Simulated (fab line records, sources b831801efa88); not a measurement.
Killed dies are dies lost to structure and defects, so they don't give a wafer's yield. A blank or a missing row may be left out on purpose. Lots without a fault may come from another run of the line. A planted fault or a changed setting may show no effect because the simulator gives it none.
Problem report in the 8D (eight disciplines) form, filled by code | flow sky130 | the parts of the form that need people (team, actions taken, sign-off) are left out

1. THE PROBLEM
run_length_s at SKY_RES_XHIGH_SOFTBAKE_03 reads a mean of 106.96 s on 9 wafers of 3 lots; wafers without a fault read 89.15 s with a standard deviation of 0.14. That is +99 or more standard deviations from the usual mean.
The step: time 60 s.
First seen on wafer L534.1, day 30 07:25, on litho_track-03. The record holds 45 wafers of 15 lots with a number at this step. Rule for "out", or "out of limits": more than 4 standard deviations from the usual mean. The other wafers with a number count as sound.

2. WHAT IT IS AND WHAT IT IS NOT
question                    | is                     | is not
which readings at this step | run_length_s           | -
which lots                  | L534, L535, L536       | L521, L523, L524, L525, L526, L527, L530, L533, L538, L542, L543, L544
which wafers of those lots  | all that have a number | -
read on which tools         | litho_track-03         | litho_track-01, litho_track-04
when                        | from day 30 07:25      | up to then (21 sound wafers); but 15 sound wafers of L533, L538, L542, L543, L544 came after

3. SUSPECTS, AND WHAT RULES EACH OUT
Counting: a tool at a process step up to the reading stays a suspect if it ran every lot that is out and no sound lot after the first of them.
- litho_track-03 at SKY_RES_XHIGH_SOFTBAKE_03 (time 60 s): kept. It ran every lot that is out, first L534 (day 30 07:25), and no sound lot after that; its last sound lot up to then is L527 (day 28 04:19). Its own readings are out on those wafers: run_length_s.
Left after counting: litho_track-03 at SKY_RES_XHIGH_SOFTBAKE_03.

4. THE CAUSE (what the simulator had put in)
Process parameter drift: litho_track-03, from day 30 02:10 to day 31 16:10, at SKY_RES_XHIGH_SOFTBAKE_03. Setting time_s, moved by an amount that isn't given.
Counting left only this tool.

5. THE CHAIN OF EFFECTS, in route order
Each row: a reading whose mean over the struck wafers that have a number lies more than 3 standard deviations from the usual. Only readings for which the record gives a usual standard deviation are gone through. hours: the time from each lot's start at the first step in this table that gives one to its start at this step, as a median over the lots. sigmas: the change in usual standard deviations.
hours | step                      | reading      | usual   | on struck wafers | change | sigmas
0     | SKY_RES_XHIGH_SOFTBAKE_03 | run_length_s | 89.15 s | 106.96           | +17.81 | +99 or more
The process steps in it:
- SKY_RES_XHIGH_SOFTBAKE_03: time 60 s.
Later measuring or inspecting steps at which every struck wafer that the step has a row for has a number for every such reading, and none has moved that far: SKY_LI_CONTACT_OVL_MEAS_13.

6. WHAT WOULD HAVE CAUGHT IT SOONER
In this record the first reading out of limits was taken at day 30 07:25, 5 hours after the fault began at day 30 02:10.
